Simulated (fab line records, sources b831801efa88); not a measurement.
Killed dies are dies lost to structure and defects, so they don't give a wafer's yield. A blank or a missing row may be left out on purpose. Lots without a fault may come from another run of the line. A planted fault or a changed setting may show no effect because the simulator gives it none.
fab line records | flow sky130
record lots=5 wafers=15 last_day=50
route steps=708 shown METAL4@626 VIA4@639
lots that met no fault: from a run of the same line without faults
start_h: hours from the record's first day to the start of the lot's first wafer shown | wait_h: hours since the lot's step before | " the same as in the row above | L1.1+2: a row that stands for several wafers | - no value, or no start given | * or withheld: withheld | < > ~ a bound
route shown NAME@n: a module of which the file shows steps, and the number in the route of the first | usual: mean/standard deviation of fault-free wafers | same: alike in all rows | chamber/n: place in a boat | sites: the reading at each site | _std_site: their standard deviation | _edge_site: outer sites' mean less inner sites' | radius_mm: how far each site lies from the wafer's centre | mask NAME#n: copy n | behind: the tool/chamber that last shaped the wafer | hold: why the lot was held/for how many hours/how that ended | device: the transistor (n, p or np) that didn't switch | end of line: the same wafers' tests at the end of the route | a step without rows: its recipe alone | killed: dies lost to structure and defects at the first sort, not the wafer's yield | map: a wafer's dies, x killed, . not, _ none there
set.NAME: the setting as run; set.NAME@STEP: as run at that earlier step | model.NAME: the simulator's own value behind a step, which no gauge read
lots at some steps of the route; a table a step, a row a wafer
services: from which hour (start_h, from the record's first day; less than 0 if before it) a tool's chamber was out of use, for how many hours, and why
## steps
# step SKY_METAL4_EXPOSE_10
# recipe mask_id=MM4 na=0.68 source_shape=annular sigma_inner=0.4 sigma_outer=0.8 target_cd_nm=300 dose_mj=28
# columns lot.wafer tool chamber start_h wait_h mask
L074.1+5+6 krf_scanner-01 0 - - MM4#0
L080.1+5+6 krf_scanner-02 0 - - MM4#0
L090.2+3+6 krf_scanner-01 0 - - MM4#0
L095.4+5+6 krf_scanner-02 0 - - MM4#0
L097.2+5+6 krf_scanner-01 0 - - MM4#0
# step SKY_METAL4_PEB_11
# recipe peb_temp_c=withheld peb_time_s=withheld resist=KrF-thick
# columns lot.wafer tool chamber start_h wait_h
L074.1+5+6 litho_track-03 0 - -
L080.1+5+6 litho_track-04 0 - -
L090.2+3+6 litho_track-04 0 - -
L095.4+5+6 litho_track-03 0 - -
L097.2+5+6 litho_track-01 0 - -
# step SKY_METAL4_DEVELOP_12
# recipe develop_time_s=60 resist=KrF-thick dev_temp_c=21
# columns lot.wafer tool chamber start_h wait_h
L074.1+5+6 litho_track-03 0 - -
L080.1+5+6 litho_track-04 0 - -
L090.2+3+6 litho_track-04 0 - -
L095.4+5+6 litho_track-03 0 - -
L097.2+5+6 litho_track-01 0 - -
# step SKY_METAL4_CD_MEAS_13
# recipe target_cd_nm=300
# usual cd_nm=300.1/1.5
# columns lot.wafer tool chamber start_h wait_h cd_nm
L074.1 cd_sem-01 - 976.26 - 299.3
L074.5 " - " " 300.0
L074.6 " - " " 299.4
L080.1 cd_sem-02 - 1034.96 - 302.2
L080.5 " - " " 301.7
L080.6 " - " " 301.9
L090.2 cd_sem-01 - 1082.18 - 301.1
L090.3 " - " " 301.2
L090.6 " - " " 301.8
L095.4 cd_sem-02 - 1105.62 - 302.4
L095.5 " - " " 302.9
L095.6 " - " " 301.6
L097.2 cd_sem-02 - 1117.04 - 298.3
L097.5 " - " " 297.8
L097.6 " - " " 298.1
# step SKY_METAL4_OVL_MEAS_14
# usual METAL4_OVL=2/4.9
# columns lot.wafer tool chamber start_h wait_h METAL4_OVL[nm]
L074.1 overlay-02 - 976.38 0.1 8
L074.5 " - " " 5
L074.6 " - " " -1
L080.1 overlay-02 - 1035.08 0.1 -1
L080.5 " - " " 4
L080.6 " - " " -3
L090.2 overlay-01 - 1082.28 0.1 -6
L090.3 " - " " -2
L090.6 " - " " -9
L095.4 overlay-02 - 1105.70 0.1 -9
L095.5 " - " " -6
L095.6 " - " " -1
L097.2 overlay-02 - 1117.14 0.1 2
L097.5 " - " " -2
L097.6 " - " " -1
# step SKY_METAL4_DESCUM_15
# recipe chemistry=O2 source_power_w=150 bias_power_w=0 pressure_mtorr=10 temp_c=40 time_s=8
# usual drypump_motor_current_A=5.5/0.34 oes_product_au=1.008/0.014
# columns lot.wafer tool chamber start_h wait_h drypump_motor_current_A oes_product_au rf_hours_counter_h
L074.1 rie_metal-01 0 976.41 0.0 5.8 1.021 8
L074.5 " 0 " " 5.8 1.027 -
L074.6 " 1 " " 5.2 0.991 -
L080.1 rie_metal-04 1 1035.11 0.0 5.9 1.029 19
L080.5 " 0 " " 5.7 0.993 -
L080.6 " 1 " " 5.9 1.017 -
L090.2 rie_metal-02 0 1082.31 0.0 5.8 1.012 27
L090.3 " 1 " " 5.1 1.009 -
L090.6 " 1 " " 5.1 1.014 -
L095.4 rie_metal-01 1 1105.72 0.0 5.2 0.987 -
L095.5 " 0 " " 5.8 1.012 -
L095.6 " 1 " " 5.2 0.985 -
L097.2 rie_metal-02 1 1117.19 0.0 5.1 1.011 -
L097.5 " 1 " " 5.1 1.011 -
L097.6 " 1 " " 5.1 1.016 -
# step SKY_METAL4_ETCH_16
# recipe chemistry=N2/H2 target=BARC ion_energy_ev=200 bias_w=100 pressure_mtorr=30 n2_flow_sccm=100 h2_flow_sccm=200 icp_w=500 stop_on=SiO2 time_s=88.2 target_depth_a=600
# usual bias_w=99.93/0.29 drypump_motor_current_A=5.5/0.35 oes_product_au=0.628/0.0044 throttle_valve_pct=13.206/0.0099
# columns lot.wafer tool chamber start_h wait_h bias_w drypump_motor_current_A oes_product_au rf_hours_counter_h throttle_valve_pct
L074.1 rie_metal-01 0 976.45 0.0 99.97 5.8 0.629 8 13.213
L074.5 " 0 " " 99.86 5.8 0.632 - 13.205
L074.6 " 1 " " 100.05 5.2 0.630 - 13.206
L080.1 rie_metal-04 1 1035.15 0.0 99.60 5.9 0.620 19 13.208
L080.5 " 0 " " 99.95 5.8 0.629 - 13.201
L080.6 " 1 " " 100.13 5.9 0.627 - 13.209
L090.2 rie_metal-02 0 1082.35 0.0 100.13 5.8 0.625 27 13.224
L090.3 " 1 " " 100.08 5.1 0.622 - 13.224
L090.6 " 1 " " 100.45 5.1 0.629 - 13.213
L095.4 rie_metal-01 1 1105.78 0.0 100.13 5.2 0.633 - 13.204
L095.5 " 0 " " 100.09 5.8 0.629 - 13.189
L095.6 " 1 " " 99.72 5.2 0.625 - 13.204
L097.2 rie_metal-02 1 1117.27 0.1 100.03 5.1 0.624 - 13.203
L097.5 " 1 " " 100.03 5.1 0.629 - 13.211
L097.6 " 1 " " 99.69 5.1 0.626 - 13.218
# step SKY_METAL4_ETCH_17
# recipe target=SiO2 stop_on=TiN chemistry=C4F8/O2/Ar source_w=1500 bias_w=1200 pressure_mtorr=40 c4f8_flow_sccm=withheld O2_flow_sccm=6 Ar_flow_sccm=300 time_s=3.9 target_depth_a=150
# usual bias_w=1200/3.6 oes_product_au=0.753/0.0082
# columns lot.wafer tool chamber start_h wait_h bias_w oes_product_au rf_hours_counter_h
L074.1 rie_diel-01 3 976.54 0.1 1205 0.748 27
L074.5 " 3 " " 1204 0.754 -
L074.6 " 0 " " 1198 0.758 -
L080.1 rie_diel-02 1 1035.24 0.1 1205 0.749 12
L080.5 " 1 " " 1205 0.760 -
L080.6 " 2 " " 1206 0.757 -
L090.2 rie_diel-04 3 1082.45 0.1 1204 0.757 9
L090.3 " 0 " " 1196 0.750 21
L090.6 " 2 " " 1202 0.767 -
L095.4 rie_diel-01 0 1105.85 0.0 1203 0.767 -
L095.5 " 1 " " 1201 0.760 -
L095.6 " 2 " " 1198 0.753 -
L097.2 rie_diel-04 1 1117.44 0.1 1202 0.751 12
L097.5 " 2 " " 1197 0.756 -
L097.6 " 3 " " 1209 0.743 -
# step SKY_METAL4_METAL_ETCH_18
# recipe target_depth_a=8450 stop_on=SiO2 over_etch_frac=0.3 time_s=183.1 chemistry=Cl2/BCl3 resist_sidewall_deg=88 pressure_mtorr=10 icp_w=900 bias_w=48.5 Cl2_flow_sccm=60 bcl3_flow_sccm=30
# usual bias_w=48.50/0.15 drypump_motor_current_A=5.6/0.33 oes_product_au=0.864/0.0067 throttle_valve_pct=22.264/0.0092
# columns lot.wafer tool chamber start_h wait_h bias_w drypump_motor_current_A oes_product_au rf_hours_counter_h throttle_valve_pct
L074.1 rie_metal-04 0 976.56 0.0 48.26 5.7 0.863 3 22.273
L074.5 " 0 " " 48.34 5.7 0.862 - 22.256
L074.6 " 1 " " 48.51 5.9 0.863 - 22.256
L080.1 rie_metal-02 1 1035.26 0.0 48.61 5.1 0.856 8 22.257
L080.5 " 0 " " 48.67 5.8 0.861 - 22.253
L080.6 " 1 " " 48.20 5.1 0.869 - 22.277
L090.2 rie_metal-01 1 1082.46 0.0 48.81 5.2 0.861 20 22.261
L090.3 " 1 " " 48.75 5.2 0.871 - 22.266
L090.6 " 0 " " 48.62 5.8 0.871 - 22.244
L095.4 rie_metal-02 1 1106.04 0.2 48.24 5.1 0.870 - 22.266
L095.5 " 1 " " 48.66 5.1 0.870 - 22.272
L095.6 " 1 " " 48.51 5.1 0.871 - 22.269
L097.2 rie_metal-04 0 1117.45 0.0 48.49 5.7 0.874 11 22.244
L097.5 " 0 " " 48.50 5.7 0.872 - 22.272
L097.6 " 1 " " 48.29 5.9 0.867 - 22.270
# step SKY_METAL4_STRIP_19
# recipe chemistry=O2/N2 power_w=1400 pressure_mtorr=1500 platen_temp_c=withheld o2_flow_sccm=3000 n2_flow_sccm=300 overash_fraction=0.5
# usual drypump_motor_current_A=5.6/0.5 o2_flow_sccm=2999/9 oes_product_au=0.501/0.0068 strip_time_to_endpoint_s=6.50/0.13
# columns lot.wafer tool chamber start_h wait_h drypump_motor_current_A o2_flow_sccm oes_product_au rf_hours_counter_h strip_time_to_endpoint_s
L074.1 plasma_asher-04 0 976.74 0.1 6.1 3009 0.496 54 6.54
L074.5 " 1 " " 5.2 3002 0.502 - 6.52
L074.6 " 0 " " 6.1 2990 0.496 - 6.35
L080.1 plasma_asher-04 1 1035.44 0.1 5.2 3005 0.491 60 6.39
L080.5 " 1 " " 5.2 3000 0.504 - 6.45
L080.6 " 0 " " 6.2 3002 0.499 - 6.39
L090.2 plasma_asher-02 1 1082.64 0.1 5.5 3010 0.502 100 6.60
L090.3 " 1 " " 5.5 3009 0.507 - 6.63
L090.6 " 0 " " 5.0 3001 0.504 - 6.47
L095.4 plasma_asher-02 1 1106.25 0.2 5.5 2989 0.496 - 6.41
L095.5 " 1 " " 5.5 2989 0.494 - 6.40
L095.6 " 0 " " 5.0 2999 0.496 - 6.40
L097.2 plasma_asher-02 1 1117.69 0.2 5.5 3012 0.512 103 6.65
L097.5 " 0 " " 5.0 2997 0.511 - 6.67
L097.6 " 1 " " 5.5 2998 0.492 - 6.31
# step SKY_METAL4_STRIP_20
# recipe chemistry=post_etch_residue_remover time_s=1200 temp_c=72.5
# usual bath_heat_duty_pct=15.4/2.5
# columns lot.wafer tool chamber start_h wait_h bath_heat_duty_pct
L074.1 wet_bench-03 1 976.84 0.1 16.6
L074.5 " 1 " " 16.9
L074.6 " 1 " " 16.2
L080.1 wet_bench-04 0 1035.54 0.1 12.6
L080.5 " 0 " " 12.9
L080.6 " 0 " " 13.6
L090.2 wet_bench-03 2 1082.74 0.1 11.8
L090.3 " 2 " " 11.8
L090.6 " 2 " " 12.7
L095.4 wet_bench-03 1 1106.32 0.0 15.5
L095.5 " 1 " " 15.4
L095.6 " 1 " " 16.0
L097.2 wet_bench-01 0 1117.79 0.1 10.1
L097.5 " 0 " " 11.5
L097.6 " 0 " " 10.6
# step SKY_METAL4_CLEAN_21
# recipe chemistry=IPA time_s=180 temp_c=25
# usual bath_heat_duty_pct=6.5/1.1
# columns lot.wafer tool chamber start_h wait_h bath_heat_duty_pct
L074.1 wet_bench-03 3 977.18 0.0 5.9
L074.5 " 3 " " 5.8
L074.6 " 3 " " 5.9
L080.1 wet_bench-03 2 1035.88 0.0 6.1
L080.5 " 2 " " 5.2
L080.6 " 2 " " 5.4
L090.2 wet_bench-01 2 1083.08 0.0 9.0
L090.3 " 2 " " 7.7
L090.6 " 2 " " 8.2
L095.4 wet_bench-03 3 1106.66 0.0 5.2
L095.5 " 3 " " 6.1
L095.6 " 3 " " 5.8
L097.2 wet_bench-01 1 1118.16 0.0 7.7
L097.5 " 1 " " 8.0
L097.6 " 1 " " 7.3
# step SKY_METAL4_CLEAN_22
# recipe chemistry=O3/DIW dry=n2_spin
# columns lot.wafer tool chamber start_h wait_h
L074.1+5+6 wet_bench-03 1 977.24 0.0
L080.1+5+6 wet_bench-01 0 1035.95 0.0
L090.2+3+6 wet_bench-04 3 1083.14 0.0
L095.4+5+6 wet_bench-01 1 1106.72 0.0
L097.2+5+6 wet_bench-01 3 1118.23 0.0
# step SKY_VIA4_HDPCVD_00
# recipe material=SiO2 target_thk_nm=1750 sigma_open_frac=0.3 time_s=291.7 temp_c=400 sih4_flow_sccm=60 pressure_mtorr=6
# columns lot.wafer tool chamber start_h wait_h
L074.1+5+6 hdpcvd-01 2,2,1 977.33 0.0
L080.1+5+6 hdpcvd-02 0,0,2 1036.04 0.0
L090.2+3+6 hdpcvd-02 1,0,2 1083.23 0.0
L095.4+5+6 hdpcvd-01 1,0,2 1106.91 0.1
L097.2+5+6 hdpcvd-02 0,0,1 1118.33 0.0
# step SKY_VIA4_THK_MEAS_01
# recipe reads=SiO2_of_VIA4_HDPCVD_00
# usual VIA4_HDPCVD_THK=1736/21
# columns lot.wafer tool chamber start_h wait_h VIA4_HDPCVD_THK[nm]
L074.1 film_metro-02 - 977.51 0.1 1710
L074.5 " - " " 1722
L074.6 " - " " 1729
L080.1 film_metro-04 - 1036.22 0.1 1781
L080.5 " - " " 1773
L080.6 " - " " 1751
L090.2 film_metro-03 - 1083.42 0.1 1730
L090.3 " - " " 1743
L090.6 " - " " 1749
L095.4 film_metro-02 - 1107.03 0.0 1719
L095.5 " - " " 1717
L095.6 " - " " 1753
L097.2 film_metro-02 - 1118.52 0.1 1745
L097.5 " - " " 1766
L097.6 " - " " 1729
# step SKY_VIA4_CMP_02
# recipe material=SiO2 down_force_psi=4 platen_rpm=60 pad_velocity_m_s=0.94248
# usual motor_current_A=12.2/1.2 slurry_flow_ml_min=150.0/0.47
# columns lot.wafer tool chamber start_h wait_h motor_current_A slurry_flow_ml_min
L074.1 cmp-01 3 977.62 0.1 11.8 150.0
L074.6 " 2 " " 13.4 149.9
L074.5 " 3 " " 11.1 149.9
L080.1 cmp-01 1 1036.28 0.1 12.0 149.1
L080.5 " 1 " " 11.6 149.1
L080.6 " 2 " " 13.2 150.8
L090.3 cmp-01 2 1083.57 0.1 13.2 149.7
L090.2 " 3 " " 10.7 150.3
L090.6 " 0 " " 13.1 150.2
L095.4 cmp-02 2 1107.21 0.2 12.4 150.0
L095.5 " 3 " " 9.9 150.2
L095.6 " 0 " " 12.9 150.4
L097.2 cmp-02 3 1118.62 0.1 9.7 151.0
L097.5 " 2 " " 12.6 150.1
L097.6 " 3 " " 9.6 149.8
# step SKY_VIA4_BOW_MEAS_03
# recipe mode=bow
# usual VIA4_BOW=81/8.6
# columns lot.wafer tool chamber start_h wait_h VIA4_BOW[um]
L074.1 film_metro-04 - 977.87 0.2 85
L074.5 " - " " 87
L074.6 " - " " 92
L080.1 film_metro-03 - 1036.58 0.2 74
L080.5 " - " " 77
L080.6 " - " " 79
L090.2 film_metro-03 - 1083.79 0.1 83
L090.3 " - " " 74
L090.6 " - " " 68
L095.4 film_metro-02 - 1107.42 0.2 56
L095.5 " - " " 76
L095.6 " - " " 65
L097.2 film_metro-02 - 1118.89 0.2 87
L097.5 " - " " 88
L097.6 " - " " 87
# step SKY_VIA4_DEHYDRATE_04
# recipe temp_c=200 time_s=60
# columns lot.wafer tool chamber start_h wait_h
L074.1+5+6 litho_track-04 0 989.21 11.3
L080.1+5+6 litho_track-04 0 1045.76 9.2
L090.2+3+6 litho_track-01 0 1092.84 9.0
L095.4+5+6 litho_track-02 0 1116.36 8.9
L097.2+5+6 litho_track-01 0 1128.59 9.7
# step SKY_VIA4_HMDS_05
# recipe prime_time_s=60 prime_temp_c=120
# columns lot.wafer tool chamber start_h wait_h
L074.1+5+6 litho_track-04 0 989.36 0.1
L080.1+5+6 litho_track-04 0 1045.91 0.1
L090.2+3+6 litho_track-01 0 1092.99 0.1
L095.4+5+6 litho_track-02 0 1116.51 0.1
L097.2+5+6 litho_track-01 0 1128.74 0.1
## services
# columns tool chamber start_h hours kind
krf_scanner-01 - 942.67 3.6 pm
krf_scanner-02 - 945.22 7.7 repair
hdpcvd-02 - 950.25 15.0 pm
wet_bench-01 - 951.64 5.2 repair
krf_scanner-01 - 995.10 1.3 pm
cmp-01 - 998.84 5.9 repair
rie_metal-02 - 1001.94 0.5 repair
cmp-01 - 1004.75 5.0 pm
cmp-01 - 1010.12 1.9 repair
krf_scanner-01 - 1027.46 11.8 repair
cmp-01 - 1037.87 4.7 pm
krf_scanner-01 - 1039.28 1.0 pm
rie_metal-04 - 1041.61 14.6 pm
cmp-01 - 1044.21 0.6 repair
krf_scanner-01 - 1047.36 0.8 pm
hdpcvd-02 - 1063.02 0.5 repair
rie_metal-01 - 1073.00 0.6 repair
krf_scanner-01 - 1077.17 21.0 pm
cmp-01 - 1084.22 4.0 pm
wet_bench-03 - 1103.40 1.0 repair
rie_metal-01 - 1105.85 0.7 repair
krf_scanner-01 - 1113.49 1.0 repair
plasma_asher-02 - 1113.72 1.1 repair
cmp-01 - 1117.48 7.9 pm
## key
fault none
